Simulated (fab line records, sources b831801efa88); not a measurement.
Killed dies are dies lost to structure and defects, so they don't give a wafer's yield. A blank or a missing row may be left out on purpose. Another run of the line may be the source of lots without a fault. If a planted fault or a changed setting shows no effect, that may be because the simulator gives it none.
Lot-split experiment	flow sfqLine	on a route of 325 steps: 5 lots, 27 wafers read

## THE SPLIT
At SFQ_TRILAYER_M8_DEP_EVAP_196 (material Au, target thk 180 nm, time 900 s), the setting timeS was moved away from the recipe's 900 s on 12 of the 27 wafers read, by -56.5% to +34.6%. All remaining wafers had this setting at the recipe value.

## BETWEEN THE SPLIT AND THE READING: the file shows 1 step in between
- SFQ_M8_RS_MEAS_949: measures by four-point-probe

## THE READING
M8_AU_THK, in nm, at SFQ_M8_THK_MEAS_950 (measures by xrf). A value of 179.0 nm with a standard deviation of 2.6 nm is what fault-free wafers of this fab line usually give.

wafer	tool, chamber at the split	timeS as run, s	against the recipe	M8_AU_THK, nm	against lot-mates on the recipe
L074.1	pvdSputter-02, -	900	recipe	179.2	-
L074.2	pvdSputter-02, -	900	recipe	179.7	-
L074.3	pvdSputter-02, -	391.8	-56.5%	80.3	-98.7
L074.4	pvdSputter-02, -	391.8	-56.5%	79.9	-99.1
L074.5	pvdSputter-02, -	391.8	-56.5%	80.4	-98.6
L074.6	pvdSputter-02, -	900	recipe	178.1	-
L076.1	pvdSputter-02, -	900	recipe	179.4	-
L076.2	pvdSputter-02, -	900	recipe	180.1	-
L076.3	pvdSputter-02, -	1119	+24.3%	221.7	+42.2
L076.4	pvdSputter-02, -	900	recipe	179.1	-
L076.5	pvdSputter-02, -	1119	+24.3%	222.7	+43.2
L076.6	pvdSputter-02, -	1119	+24.3%	223.2	+43.7
L079.1	pvdSputter-01, -	1211	+34.6%	241.6	+62.7
L079.2	pvdSputter-01, -	900	recipe	175.9	-
L079.3	pvdSputter-01, -	900	recipe	182.8	-
L079.4	pvdSputter-01, -	1211	+34.6%	241.0	+62.1
L079.5	pvdSputter-01, -	1211	+34.6%	241.7	+62.8
L079.6	pvdSputter-01, -	900	recipe	177.9	-
L080.1	pvdSputter-02, -	685.7	-23.8%	137.1	-40.9
L080.2	pvdSputter-02, -	685.7	-23.8%	136.4	-41.6
L080.3	pvdSputter-02, -	900	recipe	176.6	-
L080.4	pvdSputter-02, -	900	recipe	179.4	-
L080.5	pvdSputter-02, -	685.7	-23.8%	136.3	-41.7
L080.6	pvdSputter-02, -	900	recipe	178.0	-
L084.1	pvdSputter-02, -	900	recipe	182.2	-
L084.4	pvdSputter-02, -	900	recipe	180.7	-
L084.5	pvdSputter-02, -	900	recipe	180.6	-

FIT RESULTS
A straight line over all 27 wafers: M8_AU_THK changes by +1.77 nm for each +1% of timeS; r = +1.00; the points scatter about the line by 1.5 nm.
The same after taking each lot's own level away (the mean of its wafers on the recipe; 27 wafers): +1.76 nm for each +1%; r = +1.00; scatter 1.3 nm.
On that fit, the largest move of timeS shifts the reading by 1e+02 nm.
The lots' own levels span 178.00 to 181.17 nm, that is 1.2 times the standard deviation above.
Hence the lot-to-lot level has little effect on the slope; both slopes agree.
Check: -99.5 nm against its lot-mates is what the line predicts for one of the wafers moved furthest among these (-56.5%) when that wafer is left out of the fit. It came out at -98.7 nm against them.

## THE WHOLE CHAIN: every reading that the file lists as answering this split, in the file's order
step	what it does	reading	change (the file's fit)	r (the file's)
SFQ_TRILAYER_M8_DEP_EVAP_196	material Au, target thk 180 nm, time 900 s	Au_of_TRILAYER_M8_DEP_EVAP_196.thkNm (the simulator's own value, which no gauge read)	+1.8 nm for each +1% of the setting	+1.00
SFQ_M8_RS_MEAS_949	measures by four-point-probe	M8_AU_RS	-0.00267 for each +1% of the setting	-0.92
SFQ_M8_THK_MEAS_950	measures by xrf	M8_AU_THK	+1.76 for each +1% of the setting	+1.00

## FILE'S OWN FIT
M8_AU_THK changes by +1.76 nm for each +1% of timeS, r = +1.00.
